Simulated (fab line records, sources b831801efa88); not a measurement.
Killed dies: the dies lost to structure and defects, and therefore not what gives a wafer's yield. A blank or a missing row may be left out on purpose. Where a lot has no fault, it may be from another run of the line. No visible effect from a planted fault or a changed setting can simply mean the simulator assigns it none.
What tool caused it? ; flow sky130 ; 6 lots, 18 wafers sampled, at 3 steps of a route of 708

== WHAT THE GAUGES SHOWED, per wafer ==
SKY_VIA1_OVL_MEAS_13.
lot;measured;on;VIA1_OVL (nm)
L391;day 33 17:38;overlay-01;6 10 15
L394;day 35 02:46;overlay-02;0 0 1
L396;day 35 22:05;overlay-01;-4 -8 -9
L403;day 37 20:50;overlay-01;3 -3 -4
L409;day 39 13:02;overlay-02;1 -6 2
L414;day 41 01:35;overlay-01;8 8 8

== EACH LOT AND THE TOOL THAT RAN IT (in order: tool; ch and the chambers of the sampled wafers; start) ==
lot;SKY_METAL1_SPUTTER_00;SKY_VIA1_COAT_07
L391;pvd_sputter-03, day 31 09:35;litho_track-04 ch 0, day 33 04:00
L394;pvd_sputter-02, day 32 20:44;litho_track-02 ch 0, day 34 13:00
L396;pvd_sputter-03, day 33 15:57;litho_track-04 ch 0, day 35 08:00
L403;pvd_sputter-01, day 35 15:08;litho_track-03 ch 0, day 37 07:00
L409;pvd_sputter-02, day 37 10:00;litho_track-02 ch 0, day 39 00:00
L414;pvd_sputter-02, day 38 22:06;litho_track-04 ch 0, day 40 13:00
- SKY_METAL1_SPUTTER_00: material Ti, target thk 15 nm, time 10 s.
- SKY_VIA1_COAT_07: resist thk 450 nm.

== THE ANSWER, worked out from the rows above alone ==
Rule: the lots themselves supply what counts as usual. Put in order of their means at a reading, lots are off if they are a third of the lots or fewer, leave a main group of 4 or more, and stand apart from it by a gap of 3 or more times the standard deviation of the main group's means; of several such gaps the widest counts. The tables above print the reading to a certain number of digits; a main group whose means all agree to those digits is not used. A lot without any number at a reading at which 4 lots or more have one is off too. Where the step has rows for the other lots, those lots are counted as sound.
No lot is off on any of the readings shown, so nothing can be concluded from this.

== WHAT THE SIMULATOR PUT IN ==
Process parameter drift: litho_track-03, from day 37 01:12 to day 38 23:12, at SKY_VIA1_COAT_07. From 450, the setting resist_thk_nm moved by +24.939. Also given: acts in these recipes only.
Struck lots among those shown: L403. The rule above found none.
